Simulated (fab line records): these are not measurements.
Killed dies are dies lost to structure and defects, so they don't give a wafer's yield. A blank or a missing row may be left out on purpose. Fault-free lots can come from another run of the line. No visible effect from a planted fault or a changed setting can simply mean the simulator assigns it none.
Which of the tools did it? :: flow gf180mcu :: 14 lots with 42 wafers sampled at 3 steps, on a route of 602 steps

WHAT THE GAUGES READ, wafer by wafer
GF_M3_CD_MEAS_14: target cd 280 nm. Usual: cdNm reads 280.0 nm (standard deviation 1.4).
lot: L518
measured: day 21 16:22
on: cdSem-02
cdNm (nm): 280.4 281.1 281.7
flag: 

lot: L519
measured: day 22 02:19
on: cdSem-02
cdNm (nm): 279.1 279.6 281.1
flag: 

lot: L521
measured: day 22 17:45
on: cdSem-02
cdNm (nm): 279.2 278.7 278.9
flag: 

lot: L522
measured: day 23 06:27
on: cdSem-01
cdNm (nm): 279.6 278.1 279.9
flag: 

lot: L523
measured: day 23 12:46
on: cdSem-01
cdNm (nm): 277.8 277.2 277.4
flag: 

lot: L524
measured: day 23 19:19
on: cdSem-02
cdNm (nm): 278.8 279.4 280.2
flag: 

lot: L526
measured: day 24 15:20
on: cdSem-02
cdNm (nm): 280.5 280.7 281.5
flag: 

lot: L529
measured: day 25 13:00
on: cdSem-01
cdNm (nm): 277.5 278.8 278.5
flag: 

lot: L528
measured: day 25 14:18
on: cdSem-01
cdNm (nm): 278.9 281.4 279.8
flag: 

lot: L530
measured: day 25 23:45
on: cdSem-01
cdNm (nm): 281.7 280.9 280.4
flag: 

lot: L531
measured: day 26 08:38
on: cdSem-01
cdNm (nm): 281.1 280.1 279.2
flag: 

lot: L532
measured: day 26 21:10
on: cdSem-01
cdNm (nm): 279.8 279.3 279.5
flag: 

lot: L534
measured: day 27 14:35
on: cdSem-02
cdNm (nm): 278.1 277.7 279.3
flag: 

lot: L537
measured: day 28 02:46
on: cdSem-02
cdNm (nm): 280.4 282.3 280.7
flag: 

GF_V3_THK_MEAS_03. Usual: for V3_CVD_02_THK the level is 851 nm and the standard deviation is 12.
lot: L518
measured: day 21 17:23
on: filmMetro-01
V3_CVD_02_THK (nm): 853 855 860
flag: 

lot: L519
measured: day 22 03:18
on: filmMetro-02
V3_CVD_02_THK (nm): 867 869 853
flag: 

lot: L521
measured: day 22 18:48
on: filmMetro-01
V3_CVD_02_THK (nm): 842 855 858
flag: 

lot: L522
measured: day 23 07:30
on: filmMetro-03
V3_CVD_02_THK (nm): 854 878 873
flag: 

lot: L523
measured: day 23 13:47
on: filmMetro-01
V3_CVD_02_THK (nm): 858 873 873
flag: 

lot: L524
measured: day 23 20:20
on: filmMetro-02
V3_CVD_02_THK (nm): 842 854 862
flag: 

lot: L526
measured: day 24 16:20
on: filmMetro-03
V3_CVD_02_THK (nm): 840 843 862
flag: 

lot: L529
measured: day 25 14:10
on: filmMetro-01
V3_CVD_02_THK (nm): 841 865 854
flag: 

lot: L528
measured: day 25 15:21
on: filmMetro-01
V3_CVD_02_THK (nm): 846 832 853
flag: 

lot: L530
measured: day 26 00:50
on: filmMetro-02
V3_CVD_02_THK (nm): 846 839 854
flag: 

lot: L531
measured: day 26 09:42
on: filmMetro-01
V3_CVD_02_THK (nm): 832 857 853
flag: 

lot: L532
measured: day 26 22:13
on: filmMetro-02
V3_CVD_02_THK (nm): 840 844 855
flag: 

lot: L534
measured: day 27 15:39
on: filmMetro-01
V3_CVD_02_THK (nm): 841 841 853
flag: 

lot: L537
measured: day 28 03:47
on: filmMetro-03
V3_CVD_02_THK (nm): 845 847 864
flag: 

EACH LOT AND THE TOOL THAT RAN IT (in order: tool; ch and the chambers of the sampled wafers; start)
lot: L518
GF_M3_SPUTTER_00: pvdSputter-01, day 20 16:04

lot: L519
GF_M3_SPUTTER_00: pvdSputter-01, day 21 02:20

lot: L521
GF_M3_SPUTTER_00: pvdSputter-01, day 21 18:13

lot: L522
GF_M3_SPUTTER_00: pvdSputter-04, day 22 07:43

lot: L523
GF_M3_SPUTTER_00: pvdSputter-04, day 22 14:10

lot: L524
GF_M3_SPUTTER_00: pvdSputter-02, day 22 20:38

lot: L526
GF_M3_SPUTTER_00: pvdSputter-01, day 23 17:01

lot: L529
GF_M3_SPUTTER_00: pvdSputter-01, day 24 15:42

lot: L528
GF_M3_SPUTTER_00: pvdSputter-02, day 24 16:59

lot: L530
GF_M3_SPUTTER_00: pvdSputter-01, day 25 02:28

lot: L531
GF_M3_SPUTTER_00: pvdSputter-01, day 25 11:19

lot: L532
GF_M3_SPUTTER_00: pvdSputter-01, day 26 00:17

lot: L534
GF_M3_SPUTTER_00: pvdSputter-01, day 26 18:46

lot: L537
GF_M3_SPUTTER_00: pvdSputter-04, day 27 06:05
- GF_M3_SPUTTER_00: material Ti, target thk 37.5 nm, time 150 s.

WHAT THE TOOLS THEMSELVES READ (means of the sampled wafers that have a number; where no wafer has one, the mark that the record gives instead)
GF_M3_SPUTTER_00. Usual: throttleValvePct reads 30.4 % (standard deviation 0.7).
lot: L518
tool: pvdSputter-01
throttleValvePct (%): 30.9
flag: 

lot: L519
tool: pvdSputter-01
throttleValvePct (%): 30.5
flag: 

lot: L521
tool: pvdSputter-01
throttleValvePct (%): 30.7
flag: 

lot: L522
tool: pvdSputter-04
throttleValvePct (%): 30.2
flag: 

lot: L523
tool: pvdSputter-04
throttleValvePct (%): 30.1
flag: 

lot: L524
tool: pvdSputter-02
throttleValvePct (%): 30.2
flag: 

lot: L526
tool: pvdSputter-01
throttleValvePct (%): 30.1
flag: 

lot: L529
tool: pvdSputter-01
throttleValvePct (%): 30.5
flag: 

lot: L528
tool: pvdSputter-02
throttleValvePct (%): 31.0
flag: 

lot: L530
tool: pvdSputter-01
throttleValvePct (%): 30.5
flag: 

lot: L531
tool: pvdSputter-01
throttleValvePct (%): 30.5
flag: 

lot: L532
tool: pvdSputter-01
throttleValvePct (%): 30.2
flag: 

lot: L534
tool: pvdSputter-01
throttleValvePct (%): 30.4
flag: 

lot: L537
tool: pvdSputter-04
throttleValvePct (%): 29.4
flag: 

THE ANSWER, worked out from the rows above alone
Rule: take the mean of a lot's wafers that have a number; if it is more than 3 standard deviations from the usual mean, the lot is off. A lot without any number at a reading at which 4 lots or more have one is off too. Where the step has rows for the other lots, those lots are counted as sound. After the gauges, taken in route order, come the tools' own readings; for these a lot's mean is taken, as printed above. The first step at which some lot is off is used, and at that step the reading that is off furthest; a lot without a number counts as furthest.
Across all readings shown, no lot is off: no conclusion can be drawn from this.

WHAT THE SIMULATOR HAD INSERTED
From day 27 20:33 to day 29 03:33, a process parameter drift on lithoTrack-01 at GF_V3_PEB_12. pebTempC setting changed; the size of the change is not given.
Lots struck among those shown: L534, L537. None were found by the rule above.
